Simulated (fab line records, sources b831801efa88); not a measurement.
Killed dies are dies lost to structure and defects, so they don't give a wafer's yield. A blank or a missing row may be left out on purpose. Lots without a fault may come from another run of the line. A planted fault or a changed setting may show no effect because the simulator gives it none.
One fault seen from 2 desks | flow gf180mcu | each desk has only its own numbers; what lay behind them comes last

THE METROLOGY DESK
What the gauges read, lot by lot, whatever tool the lot ran on: means of the sampled wafers that have a number. A lot is out of limits, marked OUT, if its mean lies more than 4 standard deviations from the usual mean; the brackets give that distance.
Columns: A = cd_nm at GF_V3_CD_MEAS_14, usual 260.3 nm; B = V3_OVL at GF_V3_OVL_MEAS_15, usual -4 nm
lot  | first seen here | A     | B
L467 | day 24 03:25    | 260.7 | 5
L471 | day 25 17:34    | 258.4 | -5
L472 | day 26 02:46    | 261.4 | -4
L473 | day 26 07:50    | 260.4 | -8
L480 | day 28 03:14    | 258.7 | -6
L482 | day 28 21:58    | 260.9 | -9
L483 | day 29 06:52    | 259.6 | -6
This desk's finding: nothing out of limits on any of the 7 lots.

THE TOOL OWNER'S DESK: pvd_sputter-04
The tool's own readings at GF_V3_SPUTTER_22 (material TiN, target thk 10 nm, time 40 s): means of the sampled wafers that have a number, for each lot that ran on this tool. A lot is out of limits, marked OUT, if its mean lies more than 4 standard deviations from the usual mean; the brackets give that distance.
Columns: A = throttle_valve_pct at GF_V3_SPUTTER_22, usual 30.0 %
lot  | first seen here | A
L467 | day 24 04:16    | 30.5
L471 | day 25 18:48    | 30.2
L472 | day 26 03:39    | 30.2
L473 | day 26 08:50    | 30.5
This desk's finding: nothing out of limits on any of the 4 lots.

PUT TOGETHER
The metrology desk saw nothing out of limits.
The tool owner's desk saw nothing out of limits.

WHAT THE SIMULATOR HAD PUT IN
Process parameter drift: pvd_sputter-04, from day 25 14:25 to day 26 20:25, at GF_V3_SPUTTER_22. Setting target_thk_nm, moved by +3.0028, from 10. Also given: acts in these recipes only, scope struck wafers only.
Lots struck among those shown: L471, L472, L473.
